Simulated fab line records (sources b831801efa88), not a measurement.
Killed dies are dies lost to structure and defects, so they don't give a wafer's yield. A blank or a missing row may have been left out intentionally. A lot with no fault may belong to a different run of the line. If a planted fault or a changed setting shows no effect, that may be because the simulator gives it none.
Matching of chambers    flow gf180mcu    GF_V1_CVD_02 on pecvd-02 has 3 sister chambers
The step deposits SiO2 from TEOS, target thk 850 nm, time 94.851 s. 3 wafers are shown with their chamber, then 7 later ones without.

== EACH WAFER AND ITS CHAMBER ==
wafer   chamber  heater_power_w (W)
L083.5  0        649
L091.2  1        673
L091.3  2        612

== WAFERS WITH NO CHAMBER GIVEN ==
wafer   heater_power_w (W)
L091.4  722
L093.4  605
L093.5  603
L093.6  750
L096.4  719
L096.5  572
L096.6  536

== CHAMBER TAKEN BY EACH ==
wafer   from the rows above           in truth
L091.4  can't be placed: 1 or 0 or 2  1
L093.4  can't be placed: 2 or 0 or 1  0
L093.5  can't be placed: 2 or 0 or 1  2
L093.6  can't be placed: 1 or 0 or 2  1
L096.4  can't be placed: 1 or 0 or 2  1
L096.5  can't be placed: 2 or 0 or 1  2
L096.6  can't be placed: 2 or 0 or 1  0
Correctly placed: 0 of 7. Cannot be placed on the basis of these rows: 7; the candidates contain the true chamber in 7. Placed wrongly: 0.
How it was worked out, from the rows above alone: a wafer's distance from a chamber is the root of the sum, over the readings, of the square of ((its reading less the chamber's mean) divided by the reading's scatter). The wafer belongs to the nearest chamber; if the next one is less than 2 further off, it can't be placed. A chamber's mean is the mean of its shown wafers. The scatter: with one shown wafer a chamber, the root of the mean of the squares of how far each hidden wafer lies from its nearest shown one.
